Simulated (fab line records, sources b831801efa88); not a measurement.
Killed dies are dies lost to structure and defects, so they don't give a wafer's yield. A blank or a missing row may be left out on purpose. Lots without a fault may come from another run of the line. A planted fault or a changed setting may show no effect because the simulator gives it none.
Which tool did it? | flow sfq_line | 7 lots, 21 wafers sampled, at 2 steps of a route of 325

WHAT THE GAUGES READ, wafer by wafer
SFQ_M0_OVL_MEAS_906.
lot  | measured     | on         | M0_OVL (nm)
L950 | day 8 23:44  | overlay-01 | 0 -2 4
L953 | day 9 14:08  | overlay-01 | 2 4 0
L957 | day 11 01:04 | overlay-02 | 0 6 -1
L959 | day 11 18:36 | overlay-02 | 10 4 0
L961 | day 12 10:12 | overlay-02 | 2 -3 -8
L965 | day 13 10:12 | overlay-02 | 1 -7 -2
L970 | day 14 09:02 | overlay-02 | 5 7 7

WHICH TOOL RAN EACH LOT (tool, then ch and the chambers of the sampled wafers, then the start)
lot  | SFQ_TRILAYER_L0_BARC_OPEN_METAL_ETCH_010
L950 | rie_metal-01 ch 0,1, day 4 18:54
L953 | rie_metal-03 ch 0,1, day 5 12:10
L957 | rie_metal-03 ch 0,1, day 6 17:58
L959 | rie_metal-02 ch 0,1, day 7 04:31
L961 | rie_metal-02 ch 0,1, day 7 17:43
L965 | rie_metal-01 ch 0,1, day 8 15:19
L970 | rie_metal-02 ch 0,1, day 9 21:19
- SFQ_TRILAYER_L0_BARC_OPEN_METAL_ETCH_010: etches BARC in O2, target depth 125 nm, time 41.7 s.

THE ANSWER, worked out from the rows above alone
Rule: what is usual is taken from the lots themselves. Put in order of their means at a reading, lots are off if they are a third of the lots or fewer, leave a main group of 4 or more, and stand apart from it by a gap of 3 or more times the standard deviation of the main group's means; of several such gaps the widest counts. A main group whose means are all the same, to the digits that the tables above print for the reading, isn't used. A lot without any number at a reading at which 4 lots or more have one is off too. The other lots that the step has rows for count as sound.
No lot is off at any reading shown: from this, nothing can be told.

WHAT THE SIMULATOR HAD PUT IN
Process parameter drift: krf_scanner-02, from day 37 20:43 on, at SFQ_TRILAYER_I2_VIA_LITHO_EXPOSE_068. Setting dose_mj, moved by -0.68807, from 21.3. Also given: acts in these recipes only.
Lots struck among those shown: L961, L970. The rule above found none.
